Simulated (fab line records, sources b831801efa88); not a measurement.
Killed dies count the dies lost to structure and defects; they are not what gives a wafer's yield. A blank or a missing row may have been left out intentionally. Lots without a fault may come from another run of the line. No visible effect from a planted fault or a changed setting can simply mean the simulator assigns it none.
fab line records + flow sky130
record
- lots=6
- wafers=18
- last-day=50
route steps=708 shown LOCAL_INTERCONNECT@388 PAD_OPEN@708
lots that met no fault: from a run of the same line without faults
start-h: start of the lot's first displayed wafer, in hours after the record's first day + wait-h: how many hours have passed since the lot's step before this one + " repeats the value in the row above + L1.1+2: a single row standing in for several wafers + - no value present, or no start provided + * or withheld: withheld + < > ~ a bound
route shown NAME@n: a module of which the file shows steps, and the number in the route of the first + usual: mean and standard deviation over wafers with no fault + same: alike in all rows + chamber/n: place in a boat + sites: each site's reading + _std_site: the standard deviation of these + _edge_site: the outer-site mean with the inner-site mean subtracted + radius-mm: for every site, how far away it sits from the centre of the wafer + mask NAME#n: copy n + behind: the most recent tool/chamber to have shaped the wafer + hold: what put the lot on hold/how long, in hours/how the hold closed + device: whichever transistor did not switch (one of n, p or np) + end of line: the same wafers' tests at the end of the route + a step given without rows: its recipe and nothing more + killed: dies lost to structure and defects at the first sort, not the wafer's yield + map: per-die view of a wafer (x killed, . not killed, _ where there is no die)
set.NAME: the setting the step ran with; set.NAME@STEP: the setting that earlier step ran with + model.NAME: the simulator's own value behind a step, which no gauge read
a table for each step, a row for each wafer; lots at some steps of the route
services: the hour from which a tool's chamber was out of use, counted from the record's first day as start-h (under 0 if before that day), plus the number of hours and why
## steps
# step SKY_LOCAL_INTERCONNECT_RS_MEAS_01
# recipe
- thk-meas-gauge=four-point-probe
- reads=TiN_of_LOCAL_INTERCONNECT_SPUTTER_00
# usual
- LOCAL_INTERCONNECT_TIN_RS=14.12/0.13
| lot.wafer | tool          | chamber | start-h | wait-h | LOCAL_INTERCONNECT_TIN_RS[ohm/sq] |
|-----------|---------------|---------|---------|--------|-----------------------------------|
| L725.2    | film-metro-03 | -       | 685.93  | 0.1    | 14.16                             |
| L725.4    | "             | -       | "       | "      | 13.97                             |
| L725.5    | "             | -       | "       | "      | 14.08                             |
| L728.1    | film-metro-01 | -       | 708.73  | 0.0    | 13.99                             |
| L728.4    | "             | -       | "       | "      | 13.98                             |
| L728.6    | "             | -       | "       | "      | 13.99                             |
| L737.2    | film-metro-01 | -       | 802.65  | 0.1    | 14.06                             |
| L737.3    | "             | -       | "       | "      | 14.21                             |
| L737.5    | "             | -       | "       | "      | 14.08                             |
| L738.3    | film-metro-03 | -       | 806.67  | 0.1    | 14.07                             |
| L738.4    | "             | -       | "       | "      | 14.12                             |
| L738.5    | "             | -       | "       | "      | 14.19                             |
| L739.2    | film-metro-04 | -       | 809.82  | 0.1    | 14.21                             |
| L739.3    | "             | -       | "       | "      | 14.27                             |
| L739.5    | "             | -       | "       | "      | 14.10                             |
| L747.1    | film-metro-01 | -       | 861.63  | 0.0    | 14.37                             |
| L747.3    | "             | -       | "       | "      | 14.25                             |
| L747.4    | "             | -       | "       | "      | 14.09                             |
# step SKY_LOCAL_INTERCONNECT_THK_MEAS_02
# recipe
- thk-meas-gauge=xrf
- reads=TiN_of_LOCAL_INTERCONNECT_SPUTTER_00
# usual
- LOCAL_INTERCONNECT_TIN_THK=101.0/1
| lot.wafer | tool          | chamber | start-h | wait-h | LOCAL_INTERCONNECT_TIN_THK[nm] |
|-----------|---------------|---------|---------|--------|--------------------------------|
| L725.2    | film-metro-03 | -       | 686.04  | 0.1    | 100.7                          |
| L725.4    | "             | -       | "       | "      | 102.0                          |
| L725.5    | "             | -       | "       | "      | 101.3                          |
| L728.1    | film-metro-01 | -       | 708.85  | 0.1    | 102.4                          |
| L728.4    | "             | -       | "       | "      | 102.9                          |
| L728.6    | "             | -       | "       | "      | 102.6                          |
| L737.2    | film-metro-01 | -       | 802.76  | 0.1    | 101.3                          |
| L737.3    | "             | -       | "       | "      | 100.4                          |
| L737.5    | "             | -       | "       | "      | 101.2                          |
| L738.3    | film-metro-03 | -       | 806.77  | 0.1    | 100.8                          |
| L738.4    | "             | -       | "       | "      | 100.9                          |
| L738.5    | "             | -       | "       | "      | 100.7                          |
| L739.2    | film-metro-04 | -       | 809.93  | 0.1    | 99.8                           |
| L739.3    | "             | -       | "       | "      | 99.3                           |
| L739.5    | "             | -       | "       | "      | 101.3                          |
| L747.1    | film-metro-01 | -       | 861.75  | 0.1    | 99.6                           |
| L747.3    | "             | -       | "       | "      | 100.6                          |
| L747.4    | "             | -       | "       | "      | 101.2                          |
# step SKY_LOCAL_INTERCONNECT_DEHYDRATE_03
# recipe
- temp-c=200
- time-s=60
# step SKY_LOCAL_INTERCONNECT_HMDS_04
# recipe
- prime-time-s=60
- prime-temp-c=120
# step SKY_LOCAL_INTERCONNECT_COAT_05
# recipe
- resist=BARC
- temp-c=withheld
- time-s=withheld
- spin-rpm=3000
- resist-thk-nm=60
# step SKY_LOCAL_INTERCONNECT_COAT_06
# recipe
- resist=KrF-thick
- spin-rpm=3000
- resist-thk-nm=450
# step SKY_LOCAL_INTERCONNECT_SOFTBAKE_07
# recipe
- temp-c=100
- time-s=90
- resist=KrF-thick
# step SKY_LOCAL_INTERCONNECT_EXPOSE_08
# recipe
- mask-id=LI1M
- na=0.8
- source-shape=annular
- sigma-inner=0.55
- sigma-outer=0.85
- target-cd-nm=170
- dose-mj=28
# step SKY_LOCAL_INTERCONNECT_PEB_09
# recipe
- peb-temp-c=withheld
- peb-time-s=withheld
- resist=KrF-thick
# step SKY_LOCAL_INTERCONNECT_DEVELOP_10
# recipe
- develop-time-s=60
- resist=KrF-thick
- dev-temp-c=21
# step SKY_LOCAL_INTERCONNECT_CD_MEAS_11
# recipe
- target-cd-nm=170
# usual
- cd-nm=169.8/1.6
| lot.wafer | tool      | chamber | start-h | wait-h | cd-nm |
|-----------|-----------|---------|---------|--------|-------|
| L725.2    | cd-sem-02 | -       | 714.25  | -      | 168.2 |
| L725.4    | "         | -       | "       | "      | 168.0 |
| L725.5    | "         | -       | "       | "      | 167.6 |
| L728.1    | cd-sem-01 | -       | 737.21  | -      | 170.7 |
| L728.4    | "         | -       | "       | "      | 170.5 |
| L728.6    | "         | -       | "       | "      | 170.7 |
| L737.2    | cd-sem-02 | -       | 829.35  | -      | 167.9 |
| L737.3    | "         | -       | "       | "      | 170.0 |
| L737.5    | "         | -       | "       | "      | 167.7 |
| L738.3    | cd-sem-01 | -       | 832.92  | -      | 169.1 |
| L738.4    | "         | -       | "       | "      | 170.1 |
| L738.5    | "         | -       | "       | "      | 169.5 |
| L739.2    | cd-sem-02 | -       | 836.58  | -      | 168.1 |
| L739.3    | "         | -       | "       | "      | 168.4 |
| L739.5    | "         | -       | "       | "      | 169.6 |
| L747.1    | cd-sem-02 | -       | 886.91  | -      | 172.4 |
| L747.3    | "         | -       | "       | "      | 172.0 |
| L747.4    | "         | -       | "       | "      | 171.5 |
# step SKY_LOCAL_INTERCONNECT_OVL_MEAS_12
# usual
- LOCAL_INTERCONNECT_OVL=-4/4.4
| lot.wafer | tool       | chamber | start-h | wait-h | LOCAL_INTERCONNECT_OVL[nm] |
|-----------|------------|---------|---------|--------|----------------------------|
| L725.2    | overlay-01 | -       | 714.36  | 0.1    | 0                          |
| L725.4    | "          | -       | "       | "      | 1                          |
| L725.5    | "          | -       | "       | "      | -1                         |
| L728.1    | overlay-01 | -       | 737.33  | 0.1    | -6                         |
| L728.4    | "          | -       | "       | "      | -6                         |
| L728.6    | "          | -       | "       | "      | -7                         |
| L737.2    | overlay-02 | -       | 829.46  | 0.1    | -5                         |
| L737.3    | "          | -       | "       | "      | -6                         |
| L737.5    | "          | -       | "       | "      | -4                         |
| L738.3    | overlay-02 | -       | 833.02  | 0.1    | -2                         |
| L738.4    | "          | -       | "       | "      | -3                         |
| L738.5    | "          | -       | "       | "      | -4                         |
| L739.2    | overlay-01 | -       | 836.69  | 0.1    | -2                         |
| L739.3    | "          | -       | "       | "      | -3                         |
| L739.5    | "          | -       | "       | "      | -4                         |
| L747.1    | overlay-02 | -       | 887.03  | 0.1    | 3                          |
| L747.3    | "          | -       | "       | "      | -2                         |
| L747.4    | "          | -       | "       | "      | -6                         |
# step SKY_LOCAL_INTERCONNECT_ETCH_13
# recipe
- chemistry=N2/H2
- target=BARC
- ion-energy-ev=200
- bias-w=100
- pressure-mtorr=30
- n2-flow-sccm=100
- h2-flow-sccm=200
- icp-w=500
- stop-on=SiO2
- time-s=45.9
- target-depth-a=600
# usual
- drypump-motor-current-A=6.1/0.44
- oes-product-au=0.854/0.0044
- throttle-valve-pct=13.224/0.0097
# same
- time-s=45.9
| lot.wafer | tool         | chamber | start-h | wait-h | drypump-motor-current-A | oes-product-au | rf-hours-counter-h | throttle-valve-pct | model.KrF-thick_of_LOCAL_INTERCONNECT_COAT_06.thk-nm | model.LOCAL_INTERCONNECT.cd-nm | model.SiO2_of_SONOS_ONO_CVD_04.thk-nm |
|-----------|--------------|---------|---------|--------|-------------------------|----------------|--------------------|--------------------|------------------------------------------------------|--------------------------------|---------------------------------------|
| L725.2    | rie-metal-01 | 1       | 714.39  | 0.0    | 5.2                     | 0.848          | 12                 | 13.227             | 394                                                  | 169                            | 4.176                                 |
| L725.4    | "            | 1       | "       | "      | 5.2                     | 0.861          | -                  | 13.227             | 395.1                                                | 168.7                          | 4.124                                 |
| L725.5    | "            | 0       | "       | "      | 5.9                     | 0.861          | -                  | 13.233             | 393.6                                                | 168.3                          | 4.188                                 |
| L728.1    | rie-metal-02 | 1       | 737.37  | 0.0    | 6.2                     | 0.857          | 9                  | 13.214             | 394.8                                                | 170.3                          | 4.195                                 |
| L728.4    | "            | 1       | "       | "      | 6.1                     | 0.849          | -                  | 13.225             | 393.4                                                | 170.4                          | 4.159                                 |
| L728.6    | "            | 1       | "       | "      | 6.1                     | 0.850          | -                  | 13.222             | 393.9                                                | 170.5                          | 4.088                                 |
| L737.2    | rie-metal-01 | 1       | 829.49  | 0.0    | 5.2                     | 0.862          | 1                  | 13.204             | 361.7                                                | 162                            | 2.712                                 |
| L737.3    | "            | 1       | "       | "      | 5.2                     | 0.845          | -                  | 13.237             | 361.4                                                | 163.5                          | 2.71                                  |
| L737.5    | "            | 1       | "       | "      | 5.2                     | 0.854          | -                  | 13.216             | 360.6                                                | 162.1                          | 2.741                                 |
| L738.3    | rie-metal-01 | 0       | 833.06  | 0.0    | 5.9                     | 0.851          | -                  | 13.223             | 361.4                                                | 162.9                          | 2.861                                 |
| L738.4    | "            | 1       | "       | "      | 5.2                     | 0.859          | -                  | 13.218             | 359.5                                                | 164.1                          | 2.802                                 |
| L738.5    | "            | 0       | "       | "      | 5.8                     | 0.860          | -                  | 13.219             | 360.3                                                | 163.5                          | 2.874                                 |
| L739.2    | rie-metal-02 | 1       | 836.72  | 0.0    | 6.1                     | 0.857          | 13                 | 13.216             | 392.7                                                | 168.1                          | 4.472                                 |
| L739.3    | "            | 0       | "       | "      | 6.4                     | 0.859          | -                  | 13.229             | 392.4                                                | 168.2                          | 4.298                                 |
| L739.5    | "            | 1       | "       | "      | 6.1                     | 0.860          | -                  | 13.202             | 392.4                                                | 169.3                          | 4.358                                 |
| L747.1    | rie-metal-04 | 1       | 887.07  | 0.0    | 6.5                     | 0.848          | 19                 | 13.214             | 392.5                                                | 172.9                          | 4.382                                 |
| L747.3    | "            | 1       | "       | "      | 6.5                     | 0.864          | -                  | 13.224             | 393.6                                                | 172.3                          | 4.463                                 |
| L747.4    | "            | 1       | "       | "      | 6.5                     | 0.853          | -                  | 13.234             | 393.6                                                | 171.3                          | 4.378                                 |
# step SKY_LOCAL_INTERCONNECT_METAL_ETCH_14
# recipe
- target-depth-nm=110
- stop-on=PSG
- chemistry=Cl2/BCl3
- target=TiN
- resist-sidewall-deg=88
- pressure-mtorr=10
- icp-w=900
- bias-w=48.5
- Cl2_flow_sccm=60
- bcl3-flow-sccm=30
- time-s=31.4
# usual
- drypump-motor-current-A=6.0/0.44
- mfc-cl2-sccm=60.00/0.16
- oes-product-au=0.942/0.0072
- throttle-valve-pct=21.902/0.0095
# same
- time-s=31.4
| lot.wafer | tool         | chamber | start-h | wait-h | drypump-motor-current-A | mfc-cl2-sccm | oes-product-au | rf-hours-counter-h | throttle-valve-pct | model.KrF-thick_of_LOCAL_INTERCONNECT_COAT_06.thk-nm | model.LOCAL_INTERCONNECT.cd-nm |
|-----------|--------------|---------|---------|--------|-------------------------|--------------|----------------|--------------------|--------------------|------------------------------------------------------|--------------------------------|
| L725.2    | rie-metal-01 | 1       | 714.45  | 0.0    | 5.2                     | 60.07        | 0.943          | 12                 | 21.903             | 350.1                                                | 168                            |
| L725.4    | "            | 1       | "       | "      | 5.2                     | 59.82        | 0.955          | -                  | 21.899             | 351                                                  | 167.9                          |
| L725.5    | "            | 0       | "       | "      | 5.9                     | 60.04        | 0.946          | -                  | 21.907             | 349.5                                                | 167.5                          |
| L728.1    | rie-metal-02 | 1       | 737.43  | 0.0    | 6.1                     | 60.15        | 0.947          | 9                  | 21.910             | 351.1                                                | 170.3                          |
| L728.4    | "            | 1       | "       | "      | 6.1                     | 59.99        | 0.940          | -                  | 21.905             | 349.7                                                | 170.4                          |
| L728.6    | "            | 1       | "       | "      | 6.1                     | 60.04        | 0.937          | -                  | 21.888             | 350                                                  | 170.7                          |
| L737.2    | rie-metal-01 | 1       | 829.55  | 0.0    | 5.2                     | 60.13        | 0.943          | 1                  | 21.914             | 317.4                                                | 162.4                          |
| L737.3    | "            | 1       | "       | "      | 5.2                     | 60.20        | 0.943          | -                  | 21.899             | 317.2                                                | 163.4                          |
| L737.5    | "            | 1       | "       | "      | 5.2                     | 59.99        | 0.944          | -                  | 21.902             | 316.3                                                | 161.6                          |
| L738.3    | rie-metal-01 | 0       | 833.12  | 0.0    | 5.9                     | 59.78        | 0.951          | -                  | 21.902             | 318                                                  | 162.2                          |
| L738.4    | "            | 1       | "       | "      | 5.2                     | 60.19        | 0.945          | -                  | 21.916             | 315.1                                                | 164                            |
| L738.5    | "            | 0       | "       | "      | 5.9                     | 59.87        | 0.943          | -                  | 21.898             | 317                                                  | 163.1                          |
| L739.2    | rie-metal-02 | 1       | 836.78  | 0.0    | 6.1                     | 59.95        | 0.936          | 13                 | 21.901             | 349.1                                                | 167.5                          |
| L739.3    | "            | 0       | "       | "      | 6.4                     | 60.06        | 0.931          | -                  | 21.891             | 347.8                                                | 168                            |
| L739.5    | "            | 1       | "       | "      | 6.1                     | 60.25        | 0.945          | -                  | 21.905             | 348.6                                                | 168.6                          |
| L747.1    | rie-metal-04 | 1       | 887.20  | 0.1    | 6.5                     | 60.16        | 0.930          | 19                 | 21.908             | 348.4                                                | 173.1                          |
| L747.3    | "            | 1       | "       | "      | 6.5                     | 60.20        | 0.939          | -                  | 21.894             | 349.6                                                | 172.2                          |
| L747.4    | "            | 1       | "       | "      | 6.5                     | 60.25        | 0.943          | -                  | 21.897             | 349.6                                                | 171.8                          |
# step SKY_LOCAL_INTERCONNECT_STRIP_15
# recipe
- chemistry=O2/N2
- power-w=1400
- pressure-mtorr=1500
- platen-temp-c=withheld
- o2-flow-sccm=3000
- n2-flow-sccm=300
- overash-fraction=0.5
# usual
- drypump-motor-current-A=5.5/0.43
- o2-flow-sccm=2999/9.2
- oes-product-au=0.427/0.0045
- strip-time-to-endpoint-s=4.716/0.019
| lot.wafer | tool            | chamber | start-h | wait-h | drypump-motor-current-A | o2-flow-sccm | oes-product-au | rf-hours-counter-h | strip-time-to-endpoint-s |
|-----------|-----------------|---------|---------|--------|-------------------------|--------------|----------------|--------------------|--------------------------|
| L725.2    | plasma-asher-02 | 0       | 714.50  | 0.0    | 5.1                     | 2992         | 0.432          | 26                 | 4.726                    |
| L725.4    | "               | 0       | "       | "      | 5.1                     | 3003         | 0.426          | -                  | 4.750                    |
| L725.5    | "               | 1       | "       | "      | 5.4                     | 2995         | 0.421          | -                  | 4.749                    |
| L728.1    | plasma-asher-04 | 1       | 737.48  | 0.0    | 6.1                     | 3013         | 0.428          | 93                 | 4.765                    |
| L728.4    | "               | 0       | "       | "      | 6.1                     | 2993         | 0.432          | -                  | 4.725                    |
| L728.6    | "               | 0       | "       | "      | 6.1                     | 2990         | 0.423          | -                  | 4.724                    |
| L737.2    | plasma-asher-01 | 1       | 829.60  | 0.0    | 5.0                     | 2998         | 0.423          | 9                  | 4.407                    |
| L737.3    | "               | 1       | "       | "      | 5.0                     | 2995         | 0.417          | -                  | 4.376                    |
| L737.5    | "               | 0       | "       | "      | 5.7                     | 3007         | 0.407          | -                  | 4.385                    |
| L738.3    | plasma-asher-02 | 0       | 833.19  | 0.1    | 5.1                     | 3017         | 0.407          | -                  | 4.422                    |
| L738.4    | "               | 1       | "       | "      | 5.3                     | 3001         | 0.420          | -                  | 4.369                    |
| L738.5    | "               | 1       | "       | "      | 5.4                     | 3002         | 0.407          | -                  | 4.406                    |
| L739.2    | plasma-asher-02 | 0       | 836.83  | 0.0    | 5.1                     | 2999         | 0.429          | 39                 | 4.733                    |
| L739.3    | "               | 0       | "       | "      | 5.1                     | 2995         | 0.417          | -                  | 4.720                    |
| L739.5    | "               | 1       | "       | "      | 5.4                     | 2996         | 0.424          | -                  | 4.707                    |
| L747.1    | plasma-asher-04 | 1       | 887.30  | 0.1    | 6.2                     | 3002         | 0.430          | 105                | 4.726                    |
| L747.3    | "               | 1       | "       | "      | 6.2                     | 3006         | 0.424          | -                  | 4.736                    |
| L747.4    | "               | 0       | "       | "      | 6.1                     | 3000         | 0.426          | -                  | 4.732                    |
# step SKY_LOCAL_INTERCONNECT_STRIP_16
# recipe
- chemistry=post-etch-residue-remover
- time-s=1200
- temp-c=72.5
# step SKY_PAD_OPEN_PROBE_99
# usual
- killed_at_M0_to_M3=44/7.4
- killed_at_M4_up=3.2/2
- killed-at-contacts=24/5.1
- killed-at-front-end=15/4.8
- killed-at-other=0.2/0.46
- killed-dies=86/10
- killed-open=47/7.5
- killed-short=39/7
# same
- gross-dies=492
- killed-at-back-side=0
| lot.wafer | tool      | chamber | start-h | wait-h | killed_at_M0_to_M3 | killed_at_M4_up | killed-at-contacts | killed-at-front-end | killed-at-other | killed-dies | killed-open | killed-short | model.etest.res-li.line-ohm-um |
|-----------|-----------|---------|---------|--------|--------------------|-----------------|--------------------|---------------------|-----------------|-------------|-------------|--------------|--------------------------------|
| L725.2    | prober-02 | -       | 1081.39 | 0.1    | 43                 | 3               | 23                 | 12                  | 0               | 81          | 41          | 40           | 75.9                           |
| L725.4    | prober-02 | -       | 1081.49 | 0.2    | 46                 | 2               | 22                 | 22                  | 0               | 92          | 42          | 50           | 74.95                          |
| L725.5    | prober-02 | -       | 1081.54 | 0.2    | 48                 | 2               | 32                 | 7                   | 0               | 89          | 48          | 39           | 76.15                          |
| L728.1    | prober-02 | -       | 1096.85 | 0.1    | 49                 | 0               | 22                 | 17                  | 0               | 88          | 53          | 35           | 74.14                          |
| L728.4    | prober-02 | -       | 1097.00 | 0.2    | 38                 | 0               | 17                 | 12                  | 1               | 68          | 36          | 32           | 74.08                          |
| L728.6    | prober-02 | -       | 1097.10 | 0.2    | 55                 | 3               | 24                 | 14                  | 0               | 96          | 58          | 38           | 74.96                          |
| L737.2    | prober-02 | -       | 1163.76 | 0.1    | 61                 | 5               | 26                 | 13                  | 0               | 105         | 53          | 52           | 78.25                          |
| L737.3    | prober-02 | -       | 1163.81 | 0.2    | 49                 | 2               | 21                 | 10                  | 0               | 82          | 49          | 32           | 78.5                           |
| L737.5    | prober-02 | -       | 1163.91 | 0.2    | 52                 | 0               | 20                 | 14                  | 0               | 86          | 47          | 39           | 78.41                          |
| L738.3    | prober-01 | -       | 1169.31 | 0.2    | 46                 | 3               | 16                 | 12                  | 1               | 78          | 50          | 27           | 78.58                          |
| L738.4    | prober-01 | -       | 1169.36 | 0.2    | 57                 | 5               | 25                 | 18                  | 1               | 106         | 61          | 45           | 77.72                          |
| L738.5    | prober-01 | -       | 1169.41 | 0.2    | 41                 | 4               | 20                 | 18                  | 0               | 83          | 43          | 40           | 78.55                          |
| L739.2    | prober-01 | -       | 1172.63 | 0.1    | 46                 | 1               | 27                 | 12                  | 1               | 87          | 50          | 37           | 76.62                          |
| L739.3    | prober-01 | -       | 1172.68 | 0.2    | 35                 | 3               | 23                 | 16                  | 0               | 77          | 36          | 41           | 77.1                           |
| L739.5    | prober-01 | -       | 1172.78 | 0.2    | 48                 | 8               | 20                 | 15                  | 0               | 91          | 55          | 36           | 75.09                          |
| L747.1    | prober-02 | -       | 1211.83 | 0.1    | 38                 | 3               | 13                 | 12                  | 1               | 67          | 36          | 31           | 74.98                          |
| L747.3    | prober-02 | -       | 1211.93 | 0.2    | 57                 | 4               | 23                 | 12                  | 1               | 97          | 53          | 44           | 74.79                          |
| L747.4    | prober-02 | -       | 1211.98 | 0.2    | 38                 | 4               | 19                 | 12                  | 0               | 73          | 35          | 38           | 73.8                           |
# killed by level:class
L725.2 CONTACT:geometric-particle:open=9 VIA1:geometric-particle:open=8 VIA1:geometric-particle:short=7 LI_CONTACT:geometric-particle:open=5 METAL3:geometric-particle:short=5 VIA2:geometric-particle:open=5 VIA3:geometric-particle:open=5 CONTACT:geometric-particle:short=4
L725.4 VIA1:geometric-particle:open=10 METAL1:geometric-particle:short=7 LOCAL_INTERCONNECT:geometric-particle:short=6 CONTACT:geometric-particle:open=6 CONTACT:geometric-particle:short=6 VIA2:geometric-particle:open=6 VIA3:geometric-particle:open=6 FIELD_ISO:geometric-particle:short=5
L725.5 CONTACT:geometric-particle:open=13 VIA1:geometric-particle:open=12 VIA1:geometric-particle:short=8 LI_CONTACT:geometric-particle:open=6 VIA2:geometric-particle:open=6 METAL1:geometric-particle:short=5 LOCAL_INTERCONNECT:geometric-particle:open=4 CONTACT:geometric-particle:short=4
L728.1 VIA1:geometric-particle:open=17 CONTACT:geometric-particle:open=7 METAL1:geometric-particle:short=7 LI_CONTACT:geometric-particle:open=6 VIA3:geometric-particle:open=6 CONTACT:geometric-particle:short=6 FIELD_ISO:geometric-particle:open=5 VIA1:geometric-particle:short=4
L728.4 VIA1:geometric-particle:short=8 CONTACT:geometric-particle:open=6 VIA2:geometric-particle:open=6 VIA1:geometric-particle:open=5 VIA3:geometric-particle:open=5 METAL2:geometric-particle:short=4 FIELD_ISO:geometric-particle:open=3 POLY_GATE:geometric-particle:short=3
L728.6 VIA2:geometric-particle:open=14 CONTACT:geometric-particle:open=11 VIA1:geometric-particle:open=9 METAL1:geometric-particle:short=7 VIA3:geometric-particle:open=7 POLY_GATE:geometric-particle:open=6 METAL2:geometric-particle:short=5 LOCAL_INTERCONNECT:geometric-particle:short=4
L737.2 VIA3:geometric-particle:open=11 VIA1:geometric-particle:open=10 METAL1:geometric-particle:short=10 VIA1:geometric-particle:short=10 LI_CONTACT:geometric-particle:open=8 CONTACT:geometric-particle:short=7 FIELD_ISO:geometric-particle:open=5 CONTACT:geometric-particle:open=5
L737.3 VIA2:geometric-particle:open=13 VIA1:geometric-particle:open=11 CONTACT:geometric-particle:open=9 LI_CONTACT:geometric-particle:open=7 METAL1:geometric-particle:short=5 VIA1:geometric-particle:short=4 VIA2:geometric-particle:short=4 FIELD_ISO:geometric-particle:short=3
L737.5 VIA2:geometric-particle:open=11 VIA1:geometric-particle:open=10 CONTACT:geometric-particle:open=9 METAL1:geometric-particle:short=9 METAL2:geometric-particle:short=5 FIELD_ISO:geometric-particle:open=4 LI_CONTACT:geometric-particle:short=4 LI_CONTACT:geometric-particle:open=4
L738.3 VIA1:geometric-particle:open=12 VIA2:geometric-particle:open=9 VIA3:geometric-particle:open=9 CONTACT:geometric-particle:open=7 METAL2:geometric-particle:short=6 LI_CONTACT:geometric-particle:open=4 VIA1:geometric-particle:short=4 FIELD_ISO:geometric-particle:short=3
L738.4 VIA1:geometric-particle:open=16 VIA3:geometric-particle:open=10 LI_CONTACT:geometric-particle:open=9 FIELD_ISO:geometric-particle:short=7 FIELD_ISO:geometric-particle:open=7 CONTACT:geometric-particle:open=7 METAL2:geometric-particle:short=7 VIA1:geometric-particle:short=6
L738.5 VIA1:geometric-particle:open=16 FIELD_ISO:geometric-particle:short=8 CONTACT:geometric-particle:open=8 METAL2:geometric-particle:short=6 FIELD_ISO:geometric-particle:open=5 VIA1:geometric-particle:short=5 METAL4:geometric-particle:short=4 CONTACT:geometric-particle:short=4
L739.2 VIA1:geometric-particle:open=14 LI_CONTACT:geometric-particle:open=9 VIA3:geometric-particle:open=7 CONTACT:geometric-particle:open=6 CONTACT:geometric-particle:short=6 METAL2:geometric-particle:short=5 VIA2:geometric-particle:open=5 LI_CONTACT:geometric-particle:short=4
L739.3 VIA1:geometric-particle:short=7 FIELD_ISO:geometric-particle:open=6 CONTACT:geometric-particle:short=6 CONTACT:geometric-particle:open=6 VIA1:geometric-particle:open=5 METAL1:geometric-particle:short=5 LI_CONTACT:geometric-particle:open=4 METAL2:geometric-particle:short=4
L739.5 VIA1:geometric-particle:open=11 FIELD_ISO:geometric-particle:open=9 VIA2:geometric-particle:open=8 LI_CONTACT:geometric-particle:open=8 VIA3:geometric-particle:open=7 METAL4:geometric-particle:short=6 CONTACT:geometric-particle:open=5 FIELD_ISO:geometric-particle:short=4
L747.1 VIA1:geometric-particle:open=9 CONTACT:geometric-particle:open=7 METAL1:geometric-particle:short=6 VIA3:geometric-particle:open=6 METAL2:geometric-particle:short=5 VIA2:geometric-particle:open=5 POLY_GATE:geometric-particle:open=4 POLY_GATE:geometric-particle:short=3
L747.3 VIA1:geometric-particle:open=14 VIA3:geometric-particle:short=8 METAL2:geometric-particle:short=7 VIA3:geometric-particle:open=7 CONTACT:geometric-particle:open=6 LI_CONTACT:geometric-particle:open=5 CONTACT:geometric-particle:short=5 METAL1:geometric-particle:open=5
L747.4 METAL1:geometric-particle:short=6 VIA1:geometric-particle:open=6 CONTACT:geometric-particle:short=6 CONTACT:geometric-particle:open=6 VIA1:geometric-particle:short=6 VIA3:geometric-particle:open=6 METAL2:geometric-particle:short=5 FIELD_ISO:geometric-particle:open=4
## services
| tool            | chamber | start-h | hours | kind           |
|-----------------|---------|---------|-------|----------------|
| rie-metal-01    | 0       | 716.41  | -     | clean          |
| rie-metal-01    | 0       | 716.41  | 11.2  | scheduled-down |
| rie-metal-01    | 0       | 716.41  | 11.2  | vent-cycle     |
| plasma-asher-01 | -       | 733.75  | 9.0   | pm             |
| plasma-asher-01 | 0       | 733.75  | 9.0   | vent-cycle     |
| plasma-asher-01 | 1       | 733.75  | 9.0   | vent-cycle     |
| plasma-asher-01 | 0       | 742.75  | -     | clean          |
| plasma-asher-01 | 1       | 742.75  | -     | clean          |
| rie-metal-04    | -       | 750.18  | 0.9   | repair         |
| plasma-asher-04 | -       | 791.32  | 0.8   | repair         |
| rie-metal-01    | 1       | 800.95  | -     | clean          |
| rie-metal-01    | 1       | 800.95  | 10.2  | scheduled-down |
| rie-metal-01    | 1       | 800.95  | 10.2  | vent-cycle     |
| plasma-asher-04 | -       | 829.35  | 28.1  | pm             |
| rie-metal-04    | 0       | 870.25  | 25.8  | repair         |
## key
first-sign
- step=SKY_LOCAL_INTERCONNECT_STRIP_15
- reading=strip-time-to-endpoint-s
- direction=down
- sigmas=17
- usual=*
- struck=*
effect
- step=SKY_LOCAL_INTERCONNECT_STRIP_15
- reading=oes-product-au
- direction=down
- sigmas=3.1
- usual=0.427
- struck=0.413
model-effect
- step=SKY_LOCAL_INTERCONNECT_ETCH_13
- value=KrF-thick_of_LOCAL_INTERCONNECT_COAT_06.thk-nm
- without=391.2
- struck=360.8
model-effect
- step=SKY_LOCAL_INTERCONNECT_METAL_ETCH_14
- value=KrF-thick_of_LOCAL_INTERCONNECT_COAT_06.thk-nm
- without=347.3
- struck=316.8
model-effect
- step=SKY_PAD_OPEN_PROBE_99
- value=etest.res-li.line-ohm-um
- without=75.56
- struck=78.33
met-at SKY_LOCAL_INTERCONNECT_ETCH_13
struck-wafers L737.2,L737.3,L737.5,L738.3,L738.4,L738.5
tester-left-out L737,L738
onset-between 714.39 829.49
also-fits SKY_LOCAL_INTERCONNECT_METAL_ETCH_14:rie-metal-01
fault
- kind=process-parameter-drift
- tool=rie-metal-01
- chamber=-
- onset-h=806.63
- steps=SKY_LOCAL_INTERCONNECT_ETCH_13
- channel=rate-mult
- offset=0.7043
- shape=step
- end-h=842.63
# tester-left-out: of these lots the tester's yield and bins aren't shown, on N5 and GAA mostly nor the transistor test; their killed dies are dies lost to structure and defects alone, not to doping, threshold or leakage, so they don't give the yield
